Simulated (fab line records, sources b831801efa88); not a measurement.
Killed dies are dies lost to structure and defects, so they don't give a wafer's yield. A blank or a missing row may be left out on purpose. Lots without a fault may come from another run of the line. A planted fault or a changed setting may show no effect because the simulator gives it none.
Problem report in the 8D (eight disciplines) form, filled by code | flow sky130 | the parts of the form that need people (team, actions taken, sign-off) are left out

1. THE PROBLEM
spin_speed_rpm at SKY_VIA3_COAT_07 reads a mean of 3228.7 rpm on 6 wafers of 2 lots; wafers without a fault read 3000.1 rpm with a standard deviation of 1.8. That is +99 or more standard deviations from the usual mean.
The step: resist thk 450 nm.
First seen on wafer L774.1, day 43 08:00, on litho_track-03. The record holds 30 wafers of 10 lots with a number at this step. Rule for "out", or "out of limits": more than 4 standard deviations from the usual mean. The other wafers with a number count as sound.

2. WHAT IT IS AND WHAT IT IS NOT
question                    | is                     | is not
which readings at this step | spin_speed_rpm         | -
which lots                  | L774, L775             | L761, L762, L763, L765, L776, L780, L782, L783
which wafers of those lots  | all that have a number | -
read on which tools         | litho_track-03         | litho_track-01, litho_track-04
when                        | from day 43 08:00      | up to then (12 sound wafers); but 12 sound wafers of L776, L780, L782, L783 came after

3. SUSPECTS, AND WHAT RULES EACH OUT
Counting: a tool at a process step up to the reading stays a suspect if it ran every lot that is out and no sound lot after the first of them.
- litho_track-03 at SKY_VIA3_COAT_07 (resist thk 450 nm): kept. It ran every lot that is out, first L774 (day 43 08:00), and no sound lot after that; its last sound lot up to then is L765 (day 40 22:00). Its own readings are out on those wafers: spin_speed_rpm.
Left after counting: litho_track-03 at SKY_VIA3_COAT_07.

4. THE CAUSE (what the simulator had put in)
Process parameter drift: litho_track-03, from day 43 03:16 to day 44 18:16, at SKY_VIA3_COAT_07. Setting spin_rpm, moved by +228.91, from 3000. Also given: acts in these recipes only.
Counting left only this tool.

5. THE CHAIN OF EFFECTS, in route order
Each row: a reading whose mean over the struck wafers that have a number lies more than 3 standard deviations from the usual. Only readings for which the record gives a usual standard deviation are gone through. hours: the time from each lot's start at the first step in this table that gives one to its start at this step, as a median over the lots. sigmas: the change in usual standard deviations.
hours | step              | reading                  | usual      | on struck wafers | change | sigmas
0     | SKY_VIA3_COAT_07  | spin_speed_rpm           | 3000.1 rpm | 3228.7           | +228.6 | +99 or more
12    | SKY_VIA3_STRIP_16 | strip_time_to_endpoint_s | 4.132 s    | 3.953            | -0.179 | -8.2
The process steps in it:
- SKY_VIA3_COAT_07: resist thk 450 nm.
- SKY_VIA3_STRIP_16: strips in O2/N2.
Later measuring or inspecting steps at which every struck wafer that the step has a row for has a number for every such reading, and none has moved that far: SKY_VIA3_OVL_MEAS_13.

6. WHAT WOULD HAVE CAUGHT IT SOONER
In this record the first reading out of limits was taken at day 43 08:00, 5 hours after the fault began at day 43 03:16.
